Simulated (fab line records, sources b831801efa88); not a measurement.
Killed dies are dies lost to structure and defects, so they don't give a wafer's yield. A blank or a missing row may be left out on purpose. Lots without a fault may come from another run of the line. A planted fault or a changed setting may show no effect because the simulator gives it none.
A struck lot beside a sound one | flow sky130 | 37 steps out of a route of 708
Sound: wafers L548.1, L548.2, L548.5. Struck: wafer L539.6. (L539.2 of the same lot was not struck and is left out.) The cause comes at the end.
At each step with rows: each side's tool, then ch and its chambers, then its first start. Under that, the readings that differ: sound wafers | struck wafers | difference of the means | sigmas: that difference in standard deviations of wafers without a fault.
alike: readings whose means differ by less than 2 such deviations, and words and numbers that are the same on both sides. not compared: withheld readings, readings that some wafer has no value for, bounds like >300 that may hide the same value, and numbers for which the record gives no deviation and whose values overlap.
The two part at a step that has a row with sigmas, a row that says differs or no value, or rows on one side only. Numbers that don't overlap but have no deviation are shown without sigmas and don't part them. A reading that every wafer of one side lacks parts them only if that side has two wafers or more.

first, 10 steps without rows for these wafers: SKY_METAL2_EXPOSE_12 (exposes mask MM2, target cd 140 nm); SKY_METAL2_PEB_13; SKY_METAL2_DEVELOP_14 (develop time 60 s); SKY_METAL2_DESCUM_17 (chemistry O2, time 8 s); SKY_METAL2_ETCH_18 (etches BARC in N2/H2, stops on SiO2, time 45.9 s, target depth 60 nm); SKY_METAL2_METAL_ETCH_19 (etches the open film in Cl2/BCl3, stops on SiO2, target depth 360 nm, time 78 s); SKY_METAL2_STRIP_20 (strips in O2/N2); SKY_METAL2_STRIP_21 (strips in post etch residue remover, time 1200 s); SKY_METAL2_CLEAN_22 (cleans in IPA, time 180 s); SKY_METAL2_CLEAN_23 (cleans in O3/DIW).
SKY_VIA2_HDPCVD_00: deposits SiO2, target thk 1180 nm, time 196.7 s.
  sound on hdpcvd-02 ch 0,2, day 41 01:41; struck on hdpcvd-01 ch 1, day 38 13:05
  reading                                  | sound          | struck | difference | sigmas
  model.SiO2_of_VIA2_HDPCVD_00.thk_nm (nm) | 1181 1199 1191 | 351.1  | -839.2     |
SKY_VIA2_THK_MEAS_01:
  sound on film_metro-01, day 41 01:49; struck on film_metro-04, day 38 13:13
  reading              | sound          | struck | difference | sigmas
  VIA2_HDPCVD_THK (nm) | 1181 1200 1191 | 351    | -840       | -70
then, 10 steps without rows for these wafers: SKY_VIA2_CMP_02 (polishes SiO2); SKY_VIA2_DEHYDRATE_04 (time 60 s); SKY_VIA2_HMDS_05 (prime time 60 s); SKY_VIA2_COAT_06 (resist thk 60 nm); SKY_VIA2_COAT_07 (resist thk 450 nm); SKY_VIA2_SOFTBAKE_08 (time 90 s); SKY_VIA2_EXPOSE_09 (exposes mask VIM2, target cd 200 nm); SKY_VIA2_PEB_10; SKY_VIA2_DEVELOP_11 (develop time 60 s); SKY_VIA2_ETCH_14 (etches BARC in N2/H2, stops on SiO2, time 45.9 s, target depth 60 nm).
SKY_VIA2_ETCH_15: etches SiO2 in C4F8/O2/Ar, stops on TiN, target depth 546 nm, time 84 s.
  sound on rie_diel-04 ch 1,2,3, day 42 02:46; struck on rie_diel-04 ch 1, day 39 15:55
  reading                          | sound             | struck | difference | sigmas
  oes_product_au (a.u.)            | 0.938 0.939 0.933 | 0.780  | -0.157     | -33
  model.etch.depth_nm (nm)         | 494.9 495.1 494.6 | 351.1  | -143.8     |
  model.VIA2.feature_depth_nm (nm) | 494.9 495.1 494.6 | 351.1  | -143.8     |
  not compared: rf_hours_counter_h
then, 12 steps without rows for these wafers: SKY_VIA2_STRIP_16 (strips in O2/N2); SKY_VIA2_STRIP_17 (strips in post etch residue remover, time 1200 s); SKY_VIA2_CLEAN_18 (cleans in IPA, time 180 s); SKY_VIA2_CLEAN_19 (cleans in O3/DIW); SKY_VIA2_SPUTTER_20 (material TiN, target thk 20 nm, time 80 s); SKY_VIA2_CVD_21 (deposits W, target thk 420 nm, time 126.4 s); SKY_VIA2_CMP_24 (polishes, stops on SiO2, t overpolish 20 s, target thk 0 nm); SKY_METAL3_SPUTTER_00 (material Ti, target thk 15 nm, time 10 s); SKY_METAL3_SPUTTER_01 (material TiN, target thk 20 nm, time 16.7 s); SKY_METAL3_SPUTTER_02 (material AlCu, target thk 735 nm, time 39.1 s); SKY_METAL3_SPUTTER_03 (material Ti, target thk 5 nm, time 3.3 s); SKY_METAL3_SPUTTER_04 (material TiN, target thk 70 nm, time 58.3 s).
-- the record jumps here: 2 days lie between the struck wafers' starts before and after --
SKY_METAL3_METAL_ETCH_18: etches the open film in Cl2/BCl3, stops on SiO2, target depth 845 nm, time 183.1 s.
  sound on rie_metal-03 ch 0,1, day 44 03:40; struck on rie_metal-04 ch 1, day 41 19:55
  reading                                  | sound             | struck | difference | sigmas
  drypump_motor_current_A (A)              | 5.5 6.3 6.3       | 5.2    | -0.8       | -2
  oes_product_au (a.u.)                    | 0.861 0.859 0.862 | 0.875  | +0.014     | +2
  model.SiO2_of_VIA2_HDPCVD_00.thk_nm (nm) | 465 465.2 464.8   | 321.9  | -143.1     |
  alike: throttle_valve_pct
  not compared: rf_hours_counter_h
-- the record jumps here: 7 days lie between the struck wafers' starts before and after (it left off in module METAL3 and takes up again in module PAD_OPEN, whose first step shown is number 708 of the route) --
SKY_PAD_OPEN_PROBE_99:
  sound on prober-01, day 50 12:11; struck on prober-02, day 48 12:19
  reading                               | sound                | struck    | difference | sigmas
  killed_at_M0_to_M3                    | 49 58 44             | 37        | -13        | -2
  model.etest.tester.sort_n_pass        | 397 386 402          | 236       | -159       |
  model.etest.tester.sort_yield_pct (%) | 80.69 78.46 81.71    | 47.97     | -32.32     |
  model.etest.tester.sort_bin_3_pct (%) | 1.22 1.22 1.22       | 33.74     | +32.52     |
  model.etest.met3_comb.leak_log10_a_um | -12.08 -11.98 -12.01 | -7.25     | +4.77      |
  model.etest.via2_chain.rc_ohm         | 10.9 9.994 10.08     | 9.49      | -0.83      |
  model.etest.tester.sort_bin_8_pct (%) | 0 0 0                | 0.0003973 | +0.0003973 |
  alike: defect_limited_yield, killed_at_M4_up, killed_at_contacts, killed_at_front_end, killed_at_other, killed_dies, killed_open, killed_short

WHERE THEY PART
First at SKY_VIA2_THK_MEAS_01; last, within this record, at SKY_PAD_OPEN_PROBE_99.

WHY: what the simulator had put in
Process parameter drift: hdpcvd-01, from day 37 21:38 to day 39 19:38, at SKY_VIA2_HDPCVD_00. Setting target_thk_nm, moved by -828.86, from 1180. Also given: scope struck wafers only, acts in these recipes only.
